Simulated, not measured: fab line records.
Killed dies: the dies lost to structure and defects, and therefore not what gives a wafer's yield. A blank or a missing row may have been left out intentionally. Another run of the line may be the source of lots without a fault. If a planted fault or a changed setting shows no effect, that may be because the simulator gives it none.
A struck lot beside a sound one ; flow sky130 ; 17 steps out of a route of 708
Sound: wafers L667.2, L667.3, L667.4. Wafers struck: L674.3, L674.5, L674.6. Last of all comes the cause.
Per side, at each step with rows, come the tool, then ch with its chambers, and then its first start. Under that, the readings that differ: sound wafers ; struck wafers ; difference of the means ; sigmas: that difference in standard deviations of wafers without a fault.
alike: readings with means less than 2 such deviations apart, plus words and numbers identical on both sides. not compared: withheld readings, readings lacking a value on some wafer, bounds such as >300 that could conceal the same value, and numbers that have no deviation in the record and whose values overlap.
Wherever a step has rows on one side only, a row that says differs or no value, or a row with sigmas, the two part there. Non-overlapping numbers with no deviation appear without sigmas and do not part them. Lack of a reading on every wafer of one side parts them only where that side has two or more wafers.

first, 4 steps without rows for these wafers: SKY_LDD_HVP_SOFTBAKE_03 (time 60 s); SKY_LDD_HVP_EXPOSE_04 (exposes mask HVPTM, target cd 700 nm); SKY_LDD_HVP_PEB_05; SKY_LDD_HVP_DEVELOP_06 (develop time 60 s).
SKY_LDD_HVP_OVL_MEAS_07:
  sound on overlay-02 at day 25 07:59; struck on overlay-01 at day 27 17:37
  alike: LDD_HVP_OVL
following that, these wafers have no rows for 1 step: SKY_LDD_HVP_IMPLANT_08.
SKY_LDD_HVP_STRIP_09: strips in O2/N2.
  sound on plasma_asher-02 ch 0,1, day 25 08:10; struck on plasma_asher-03 ch 0,1, day 27 17:50
  alike: drypump_motor_current_A, oes_product_au, strip_time_to_endpoint_s
  not compared: rf_hours_counter_h
SKY_LDD_HVP_TW_MEAS_10:
  sound on film_metro-02 at day 25 08:17; struck on film_metro-03 at day 27 17:55
  alike: LDD_HVP_TW
then, 4 steps without rows for these wafers: SKY_LDD_LDN_DEHYDRATE_00 (time 60 s); SKY_LDD_LDN_HMDS_01 (prime time 60 s); SKY_LDD_LDN_COAT_02 (resist thk 1140 nm); SKY_LDD_LDN_SOFTBAKE_03 (time 60 s).
SKY_LDD_LDN_EXPOSE_04: exposes mask LDNTM, target cd 700 nm.
  sound on iline_stepper-01 ch 0, day 25 23:24; struck on iline_stepper-02 ch 0, day 28 08:27
reading;sound;struck;difference;sigmas
model.LDD_LDN.overlay_x_nm (nm);0.3642 0.3642 0.3642;59.63 59.63 59.63;+59.27;
  alike: mask
then, 2 steps without rows for these wafers: SKY_LDD_LDN_PEB_05; SKY_LDD_LDN_DEVELOP_06 (develop time 60 s).
SKY_LDD_LDN_OVL_MEAS_07:
  sound on overlay-02 at day 26 13:20; struck on overlay-01 at day 28 22:20
reading;sound;struck;difference;sigmas
LDD_LDN_OVL (nm);-1.6 0.3 -0.2;61.2 61.4 61.5;+61.9;+48
  not compared: hold
SKY_PAD_OPEN_PROBE_99:
  sound wafers here have rows in the record (prober-02, day 48 07:31); struck ones have none

WHERE THEY PART
First at SKY_LDD_LDN_OVL_MEAS_07; last, within this record, at SKY_PAD_OPEN_PROBE_99.

WHY: whatever the simulator had introduced
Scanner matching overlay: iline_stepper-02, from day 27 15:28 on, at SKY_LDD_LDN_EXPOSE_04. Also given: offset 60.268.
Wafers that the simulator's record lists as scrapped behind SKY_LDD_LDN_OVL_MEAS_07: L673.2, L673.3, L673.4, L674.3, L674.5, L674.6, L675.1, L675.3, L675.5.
